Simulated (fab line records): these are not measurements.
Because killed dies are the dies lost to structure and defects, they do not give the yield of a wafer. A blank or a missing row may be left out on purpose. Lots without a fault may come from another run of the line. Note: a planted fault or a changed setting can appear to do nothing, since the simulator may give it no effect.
Check of tool commonality | flow gf180mcu | Sampled: 12 lots, 36 wafers

## WHY IT WAS OPENED
2 of 12 lots carry a flag on the reading MVPSD_RS at GF_VT_IMPLANT_RS_MEAS_49. Fault-free wafers read 1168.1 ohm/sq, with a standard deviation of 2.3.
Rule: a lot gets a flag if all its wafers with a number sit over 4 standard deviations from that mean, or if no wafer of it has a number. As for the other lots, they are considered sound.

lot  | measured     | on            | MVPSD_RS (ohm/sq), wafer by wafer | flag
L905 | day 7 16:13  | film-metro-04 | 1171.5 1170.9 1169.2              |
L906 | day 8 01:22  | film-metro-04 | 1168.1 1164.5 1165.1              |
L907 | day 8 07:56  | film-metro-02 | 1171.8 1171.5 1171.2              |
L908 | day 8 14:50  | film-metro-04 | 1164.5 1164.9 1168.6              |
L909 | day 8 21:10  | film-metro-01 | 1166.0 1162.9 1164.5              |
L910 | day 9 06:01  | film-metro-02 | 1168.0 1170.4 1164.1              |
L915 | day 10 14:48 | film-metro-01 | 1183.4 1185.1 1180.8              | FLAGGED
L917 | day 11 08:00 | film-metro-01 | 1184.6 1183.3 1182.4              | FLAGGED
L920 | day 12 02:07 | film-metro-01 | 1168.0 1170.2 1167.6              |
L922 | day 12 15:29 | film-metro-01 | 1169.2 1167.8 1170.1              |
L925 | day 13 05:49 | film-metro-01 | 1170.8 1165.8 1167.4              |
L926 | day 14 04:35 | film-metro-01 | 1165.0 1169.4 1164.4              |
On average the flagged lots' numbers are 1183.3 ohm/sq, which is +15.2 ohm/sq against the usual, or +7 standard deviations.

## WHICH TOOL EACH LOT WENT THROUGH
The record holds 3 process steps before the reading, out of a route of 602 steps. Read each cell as the tool, then ch plus the chambers that the sampled wafers visited, then the start.
lot  | flag    | GF_DNWELL_STRIP_08                  | GF_MVPSD_IMPLANT_08             | GF_VT_IMPLANT_STRIP_20
L905 |         | plasma-asher-02 ch 0,1, day 2 23:11 | implanter-04 ch 0, day 5 03:29  | plasma-asher-04 ch 0,1, day 6 09:28
L906 |         | plasma-asher-03 ch 0,1, day 3 05:43 | implanter-03 ch 0, day 5 12:53  | plasma-asher-03 ch 1, day 6 19:07
L907 |         | plasma-asher-01 ch 0,1, day 3 10:44 | implanter-03 ch 0, day 5 18:43  | plasma-asher-02 ch 0,1, day 7 00:46
L908 |         | plasma-asher-01 ch 0,1, day 3 17:19 | implanter-01 ch 0, day 6 00:37  | plasma-asher-03 ch 0,1, day 7 06:55
L909 |         | plasma-asher-03 ch 0,1, day 3 21:37 | implanter-04 ch 0, day 6 05:33  | plasma-asher-02 ch 0,1, day 7 12:25
L910 |         | plasma-asher-03 ch 0, day 4 02:07   | implanter-01 ch 0, day 6 12:29  | plasma-asher-03 ch 1, day 7 19:43
L915 | FLAGGED | plasma-asher-03 ch 0,1, day 5 05:44 | implanter-03 ch 0, day 7 18:37  | plasma-asher-04 ch 0,1, day 9 03:25
L917 | FLAGGED | plasma-asher-02 ch 0, day 5 19:34   | implanter-03 ch 0, day 8 09:44  | plasma-asher-03 ch 0,1, day 9 18:52
L920 |         | plasma-asher-02 ch 0,1, day 6 10:13 | implanter-01 ch 0, day 9 01:26  | plasma-asher-02 ch 0,1, day 10 11:52
L922 |         | plasma-asher-02 ch 0,1, day 6 19:26 | implanter-04 ch 0, day 9 12:19  | plasma-asher-04 ch 0,1, day 10 23:43
L925 |         | plasma-asher-03 ch 0, day 7 09:05   | implanter-04 ch 0, day 10 01:32 | plasma-asher-03 ch 0,1, day 11 14:37
L926 |         | plasma-asher-03 ch 0,1, day 8 00:59 | implanter-03 ch 0, day 10 22:07 | plasma-asher-04 ch 0,1, day 12 12:25
What the steps here do:
- GF_DNWELL_STRIP_08: strips in O2/N2.
- GF_MVPSD_IMPLANT_08
- GF_VT_IMPLANT_STRIP_20: strips in O2/N2.
- GF_VT_IMPLANT_RS_MEAS_49: measures by four-point-probe.

## FLAGGED AGAINST TOTAL, ONE TOOL AT A TIME (gauges that did the reading follow at the end)
step                     | tool            | lots run | flagged | share of the flagged lots | sound lots run after its first flagged lot
GF_DNWELL_STRIP_08       | plasma-asher-01 | 2        | 0       | none                      | -
GF_DNWELL_STRIP_08       | plasma-asher-02 | 4        | 1       | some                      | 2 (L920,L922)
GF_DNWELL_STRIP_08       | plasma-asher-03 | 6        | 1       | some                      | 2 (L925,L926)
GF_MVPSD_IMPLANT_08      | implanter-01    | 3        | 0       | none                      | -
GF_MVPSD_IMPLANT_08      | implanter-03    | 5        | 2       | all                       | 1 (L926)
GF_MVPSD_IMPLANT_08      | implanter-04    | 4        | 0       | none                      | -
GF_VT_IMPLANT_STRIP_20   | plasma-asher-02 | 3        | 0       | none                      | -
GF_VT_IMPLANT_STRIP_20   | plasma-asher-03 | 5        | 1       | some                      | 1 (L925)
GF_VT_IMPLANT_STRIP_20   | plasma-asher-04 | 4        | 1       | some                      | 2 (L922,L926)
GF_VT_IMPLANT_RS_MEAS_49 | film-metro-01   | 7        | 2       | all                       | 4 (L920,L922,L925,L926)
GF_VT_IMPLANT_RS_MEAS_49 | film-metro-02   | 2        | 0       | none                      | -
GF_VT_IMPLANT_RS_MEAS_49 | film-metro-04   | 3        | 0       | none                      | -

## WHAT THE TABLE PERMITS
Every flagged lot went through 2 rows of the table: implanter-03 at GF_MVPSD_IMPLANT_08 and film-metro-01 at GF_VT_IMPLANT_RS_MEAS_49.
- implanter-03 at GF_MVPSD_IMPLANT_08: 2 of its 5 lots flagged. Sound lots ran on it after the first flagged one (L926), which a lasting fault on the whole tool wouldn't allow. Its own readings (beam-energy-keV) fall more than 4 standard deviations out on all wafers of the flagged lots.
- film-metro-01 at GF_VT_IMPLANT_RS_MEAS_49: 2 of its 7 lots flagged. Sound lots ran on it after the first flagged one (L920, L922, L925, L926), which a lasting fault on the whole tool wouldn't allow.
No row of the table ran every flagged lot and no sound lot after the first.

## WHAT THE SIMULATOR HAD INSERTED
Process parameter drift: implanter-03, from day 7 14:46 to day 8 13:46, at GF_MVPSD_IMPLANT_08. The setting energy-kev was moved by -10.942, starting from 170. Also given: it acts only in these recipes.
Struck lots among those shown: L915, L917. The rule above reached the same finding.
